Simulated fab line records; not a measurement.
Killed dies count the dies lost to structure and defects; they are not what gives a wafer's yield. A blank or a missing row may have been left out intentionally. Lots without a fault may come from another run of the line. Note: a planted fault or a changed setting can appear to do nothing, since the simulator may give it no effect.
fab line records	flow sky130
record: lots: 11	wafers: 33	last-day: 50
route steps=708 shown DNWELL@43 SD_P@329 METAL2@483
lots with no fault: from the same line, run without faults
start-h: hours from the record's first day to the start of the lot's first wafer shown	wait-h: hours elapsed since this lot's preceding step	" as in the row above	L1.1+2: one row covering several wafers at once	- no value, or no start given	* or withheld: withheld	< > ~ a bound
route shown NAME@n: a module of which the file shows steps, and the number in the route of the first	usual: the fault-free wafers' mean and standard deviation	same: alike in all rows	chamber/n: place in a boat	sites: readings site by site	_std_site: the standard deviation of these	_edge_site: mean of outer sites minus mean of inner sites	radius-mm: for every site, how far away it sits from the centre of the wafer	mask NAME#n: copy n	behind: the last tool/chamber to shape the wafer	hold: why the lot went on hold/how many hours it stayed there/how the hold came to an end	device: names the non-switching transistor (n, p or np)	end of line: tests run on the same wafers once the route is complete	step lacking rows: just its recipe	killed: dies that structure and defects cost at the first sort, which is not the same as the wafer's yield	map: a wafer's dies, x killed, . not, _ none there
set.NAME: setting as actually run; set.NAME@STEP: the setting as run at that earlier step	model.NAME: the simulator's own value behind a step, which no gauge read
steps of the route over a sample of lots; a table a step, a row a wafer
services: when a tool's chamber went out of use (start-h, in hours from the record's first day, below 0 if earlier), for how many hours, and the reason
== steps ==
step: SKY_DNWELL_STRIP_08
recipe: chemistry: O2/N2	power-w: 1400	pressure-mtorr: 1500	platen-temp-c: withheld	o2-flow-sccm: 3000	n2-flow-sccm: 300	overash-fraction: 0.5
usual: drypump-motor-current-A: 5.6/0.56	o2-flow-sccm: 3001/9.6	oes-product-au: 0.722/0.0046	strip-time-to-endpoint-s: 36.94/0.14
lot.wafer	tool	chamber	start-h	wait-h	drypump-motor-current-A	o2-flow-sccm	oes-product-au	rf-hours-counter-h	strip-time-to-endpoint-s
L988.4	plasma-asher-03	1	60.95	0.1	5.5	3006	0.720	-	37.16
L988.5	"	0	"	"	5.1	2998	0.722	-	37.19
L988.6	"	1	"	"	5.5	3015	0.721	-	37.15
L989.1	plasma-asher-03	0	62.21	0.1	5.1	2996	0.730	38	36.71
L989.3	"	1	"	"	5.6	2995	0.720	-	36.74
L989.5	"	1	"	"	5.5	3006	0.723	-	36.72
L993.2	plasma-asher-04	0	84.26	0.1	6.7	3003	0.719	40	36.97
L993.3	"	0	"	"	6.6	3012	0.721	-	36.91
L993.6	"	1	"	"	6.1	3003	0.725	-	36.98
L995.1	plasma-asher-01	0	94.51	0.1	5.4	3005	0.726	28	36.82
L995.3	"	1	"	"	5.0	3001	0.715	-	36.73
L995.6	"	1	"	"	5.0	3001	0.739	-	36.77
L996.2	plasma-asher-03	0	97.11	0.1	5.1	3006	0.725	41	36.96
L996.4	"	1	"	"	5.5	2994	0.725	-	36.92
L996.6	"	0	"	"	5.1	3003	0.724	-	36.90
L997.1	plasma-asher-03	1	106.57	0.1	5.5	2993	0.727	43	36.98
L997.5	"	0	"	"	5.0	3001	0.720	-	37.13
L997.6	"	1	"	"	5.5	2994	0.722	-	37.15
L999.1	plasma-asher-03	0	113.73	0.1	5.1	3000	0.727	44	36.77
L999.2	"	1	"	"	5.5	2985	0.722	44	36.85
L999.5	"	1	"	"	5.5	2992	0.726	-	36.67
L100.2	plasma-asher-01	0	121.28	0.1	5.4	2994	0.725	31	37.06
L100.3	"	0	"	"	5.4	2992	0.720	-	37.09
L100.5	"	1	"	"	5.0	2992	0.719	-	37.06
L107.1	plasma-asher-03	1	158.61	0.1	5.6	2994	0.720	48	36.91
L107.3	"	1	"	"	5.6	3015	0.713	-	36.99
L107.4	"	0	"	"	5.1	3015	0.720	-	37.05
L108.2	plasma-asher-04	1	164.01	0.1	6.1	3015	0.721	3	37.10
L108.3	"	0	"	"	6.7	2997	0.721	-	36.96
L108.5	"	1	"	"	6.1	3009	0.717	-	37.02
L109.2	plasma-asher-04	0	173.41	0.1	6.7	3000	0.721	4	36.98
L109.3	"	0	"	"	6.7	3002	0.727	-	37.08
L109.5	"	1	"	"	6.1	2992	0.723	-	36.95
step: SKY_SD_P_IMPLANT_09
recipe: species: BF2	energy-kev: 20	dose-cm2: 3e+15	tilt-deg: 0
usual: dose-ions-cm2: 3e+15/3.6e+12
lot.wafer	tool	chamber	start-h	wait-h	dose-ions-cm2
L988.4	implanter-02	0	602.54	0.1	3e+15
L988.5	"	0	"	"	3.002e+15
L988.6	"	0	"	"	2.997e+15
L989.1	implanter-04	0	602.76	0.0	2.999e+15
L989.3	"	0	"	"	3.002e+15
L989.5	"	0	"	"	3.002e+15
L993.2	implanter-02	0	640.89	0.0	3.005e+15
L993.3	"	0	"	"	2.998e+15
L993.6	"	0	"	"	3e+15
L996.2	implanter-02	0	669.74	0.0	3.142e+15
L996.4	"	0	"	"	3.147e+15
L996.6	"	0	"	"	3.146e+15
L995.1	implanter-04	0	670.37	0.0	2.998e+15
L995.3	"	0	"	"	2.997e+15
L995.6	"	0	"	"	2.997e+15
L997.1	implanter-04	0	682.43	0.0	3.001e+15
L997.5	"	0	"	"	3.001e+15
L997.6	"	0	"	"	3e+15
L999.1	implanter-04	0	690.83	0.0	2.999e+15
L999.2	"	0	"	"	2.999e+15
L999.5	"	0	"	"	2.998e+15
L100.2	implanter-02	0	697.56	0.0	3.148e+15
L100.3	"	0	"	"	3.147e+15
L100.5	"	0	"	"	3.146e+15
L107.1	implanter-01	0	746.61	0.0	3.001e+15
L107.3	"	0	"	"	2.995e+15
L107.4	"	0	"	"	2.999e+15
L108.2	implanter-02	0	753.79	0.0	3.004e+15
L108.3	"	0	"	"	2.999e+15
L108.5	"	0	"	"	3.002e+15
L109.2	implanter-01	0	765.23	0.0	2.997e+15
L109.3	"	0	"	"	3.006e+15
L109.5	"	0	"	"	3.002e+15
step: SKY_SD_P_STRIP_10
recipe: chemistry: O2/N2	power-w: 1400	pressure-mtorr: 1500	platen-temp-c: withheld	o2-flow-sccm: 3000	n2-flow-sccm: 300	overash-fraction: 0.5
usual: drypump-motor-current-A: 5.5/0.54	o2-flow-sccm: 2997/8.9	oes-product-au: 0.617/0.0045	strip-time-to-endpoint-s: 17.51/0.043
lot.wafer	tool	chamber	start-h	wait-h	drypump-motor-current-A	o2-flow-sccm	oes-product-au	rf-hours-counter-h	strip-time-to-endpoint-s
L988.4	plasma-asher-01	0	602.64	0.1	5.4	2990	0.619	-	17.54
L988.5	"	0	"	"	5.4	2983	0.609	-	17.49
L988.6	"	1	"	"	5.0	3001	0.616	-	17.51
L989.1	plasma-asher-03	0	602.91	0.1	5.1	3001	0.610	17	17.51
L989.3	"	1	"	"	5.5	2983	0.617	-	17.51
L989.5	"	1	"	"	5.5	2997	0.618	-	17.52
L993.2	plasma-asher-03	0	641.01	0.1	5.1	2979	0.623	21	17.52
L993.3	"	1	"	"	5.5	2989	0.625	-	17.59
L993.6	"	0	"	"	5.1	2983	0.617	-	17.58
L996.2	plasma-asher-01	1	669.86	0.1	5.0	2999	0.615	87	17.61
L996.4	"	1	"	"	5.0	2998	0.613	-	17.64
L996.6	"	1	"	"	5.0	3002	0.613	-	17.59
L995.1	plasma-asher-02	0	670.52	0.1	5.5	3005	0.611	96	17.51
L995.3	"	1	"	"	6.7	3001	0.626	-	17.55
L995.6	"	0	"	"	5.5	2989	0.631	-	17.54
L997.1	plasma-asher-01	1	682.58	0.1	5.0	2997	0.623	88	17.48
L997.5	"	0	"	"	5.4	3012	0.617	-	17.49
L997.6	"	1	"	"	5.0	2998	0.622	-	17.50
L999.1	plasma-asher-02	0	690.98	0.1	5.5	2990	0.615	99	17.44
L999.2	"	1	"	"	6.7	2998	0.617	99	17.46
L999.5	"	1	"	"	6.7	3001	0.616	-	17.42
L100.2	plasma-asher-02	1	697.68	0.1	6.7	2984	0.615	99	17.65
L100.3	"	1	"	"	6.7	2991	0.612	-	17.64
L100.5	"	1	"	"	6.7	2986	0.616	-	17.64
L107.1	plasma-asher-03	1	746.76	0.1	5.5	3008	0.621	29	17.47
L107.3	"	1	"	"	5.5	3000	0.614	-	17.47
L107.4	"	0	"	"	5.1	2993	0.617	-	17.47
L108.2	plasma-asher-03	0	753.91	0.1	5.0	2997	0.611	30	17.53
L108.3	"	0	"	"	5.1	3000	0.607	-	17.51
L108.5	"	1	"	"	5.5	3001	0.624	-	17.57
L109.2	plasma-asher-01	0	765.35	0.1	5.4	2979	0.616	98	17.53
L109.3	"	1	"	"	5.0	3002	0.612	-	17.58
L109.5	"	1	"	"	5.0	2998	0.617	-	17.55
step: SKY_METAL2_SPUTTER_00
recipe: material: Ti	target-thk-nm: 15	power-w: 3000	time-s: 10	chamber-pressure-pa: 0.4
usual: throttle-valve-pct: 30.2/1
lot.wafer	tool	chamber	start-h	wait-h	throttle-valve-pct
L988.4	pvd-sputter-04	-	802.18	0.1	28.6
L988.5	"	-	"	"	29.2
L988.6	"	-	"	"	30.0
L989.1	pvd-sputter-04	-	805.51	0.2	31.1
L989.3	"	-	"	"	29.0
L989.5	"	-	"	"	31.1
L993.2	pvd-sputter-02	-	839.66	0.2	31.3
L993.3	"	-	"	"	29.4
L993.6	"	-	"	"	29.5
L996.2	pvd-sputter-02	-	867.89	0.1	31.0
L996.4	"	-	"	"	31.3
L996.6	"	-	"	"	30.9
L995.1	pvd-sputter-01	-	869.84	0.1	31.8
L995.3	"	-	"	"	29.1
L995.6	"	-	"	"	31.3
L997.1	pvd-sputter-02	-	880.18	0.1	31.2
L997.5	"	-	"	"	29.4
L997.6	"	-	"	"	31.0
L999.1	pvd-sputter-02	-	886.60	0.1	31.1
L999.2	"	-	"	"	31.0
L999.5	"	-	"	"	31.0
L100.2	pvd-sputter-02	-	891.33	0.1	31.3
L100.3	"	-	"	"	31.0
L100.5	"	-	"	"	29.5
L107.1	pvd-sputter-02	-	939.55	0.1	31.1
L107.3	"	-	"	"	29.1
L107.4	"	-	"	"	31.0
L108.2	pvd-sputter-01	-	945.84	0.1	28.5
L108.3	"	-	"	"	29.5
L108.5	"	-	"	"	28.5
L109.2	pvd-sputter-04	-	956.85	0.2	29.1
L109.3	"	-	"	"	28.4
L109.5	"	-	"	"	29.3
step: SKY_METAL2_SPUTTER_02
recipe: material: AlCu	target-thk-nm: 250	power-w: 10600	time-s: 13.3	chamber-pressure-pa: 0.4
usual: throttle-valve-pct: 30.2/1
lot.wafer	tool	chamber	start-h	wait-h	throttle-valve-pct
L988.4	pvd-sputter-04	-	802.23	0.0	28.6
L988.5	"	-	"	"	29.4
L988.6	"	-	"	"	30.1
L989.1	pvd-sputter-04	-	805.56	0.0	31.3
L989.3	"	-	"	"	28.7
L989.5	"	-	"	"	31.0
L993.2	pvd-sputter-02	-	839.71	0.0	31.1
L993.3	"	-	"	"	29.6
L993.6	"	-	"	"	29.4
L996.2	pvd-sputter-02	-	867.94	0.0	31.0
L996.4	"	-	"	"	31.1
L996.6	"	-	"	"	31.1
L995.1	pvd-sputter-01	-	869.89	0.0	31.9
L995.3	"	-	"	"	28.6
L995.6	"	-	"	"	31.9
L997.1	pvd-sputter-02	-	880.22	0.0	31.1
L997.5	"	-	"	"	29.1
L997.6	"	-	"	"	31.0
L999.1	pvd-sputter-02	-	886.65	0.0	30.7
L999.2	"	-	"	"	31.0
L999.5	"	-	"	"	31.0
L100.2	pvd-sputter-02	-	891.38	0.0	30.9
L100.3	"	-	"	"	31.3
L100.5	"	-	"	"	29.3
L107.1	pvd-sputter-02	-	939.59	0.0	31.2
L107.3	"	-	"	"	29.5
L107.4	"	-	"	"	31.0
L108.2	pvd-sputter-01	-	945.89	0.0	28.4
L108.3	"	-	"	"	29.4
L108.5	"	-	"	"	28.6
L109.2	pvd-sputter-04	-	956.90	0.0	29.3
L109.3	"	-	"	"	28.5
L109.5	"	-	"	"	29.3
== services ==
tool	chamber	start-h	hours	kind
pvd-sputter-04	-	80.59	0.7	repair
plasma-asher-03	-	168.11	0.9	repair
pvd-sputter-02	-	216.20	6.0	repair
pvd-sputter-02	-	234.37	0.9	repair
pvd-sputter-04	-	255.16	12.6	repair
plasma-asher-03	-	284.00	3.3	repair
pvd-sputter-02	-	323.69	6.5	repair
plasma-asher-01	-	327.62	1.0	repair
plasma-asher-03	-	334.06	2.8	pm
pvd-sputter-04	-	379.53	4.2	repair
pvd-sputter-04	-	418.72	2.6	repair
plasma-asher-03	-	421.25	9.0	pm
pvd-sputter-04	-	554.53	0.6	repair
plasma-asher-01	-	617.43	1.3	repair
pvd-sputter-04	-	649.57	4.6	repair
plasma-asher-03	-	673.77	28.1	pm
pvd-sputter-02	-	792.13	35.0	repair
pvd-sputter-02	-	811.43	4.6	repair
pvd-sputter-04	-	820.25	0.6	repair
plasma-asher-01	-	820.31	2.0	repair
pvd-sputter-02	-	823.34	5.6	repair
plasma-asher-03	-	844.01	4.3	pm
plasma-asher-03	-	902.45	6.4	repair
pvd-sputter-02	-	947.45	3.3	repair
== key ==
first-sign: step: SKY_SD_P_IMPLANT_09	reading: dose-ions-cm2	direction: up	sigmas: 40	usual: *	struck: *
effect: step: SKY_SD_P_STRIP_10	reading: strip-time-to-endpoint-s	direction: up	sigmas: 2.7	usual: *	struck: *
met-at SKY_SD_P_IMPLANT_09
struck-lots L996,L100
tester-left-out L996,L100
not-acting-at SKY_DNWELL_STRIP_08,SKY_METAL2_SPUTTER_00,SKY_METAL2_SPUTTER_02
onset-between 640.89 669.74
fault: kind: process-parameter-drift	tool: implanter-02	chamber: -	onset-h: 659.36	steps: SKY_SD_P_IMPLANT_09	channel: dose-cm2	offset: *	shape: step	end-h: 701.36	acts-in: *	stated: *
tester-left-out: of these lots the tester's yield and bins aren't shown, on N5 and GAA mostly nor the transistor test; their killed dies are dies lost to structure and defects alone, not to doping, threshold or leakage, so they don't give the yield
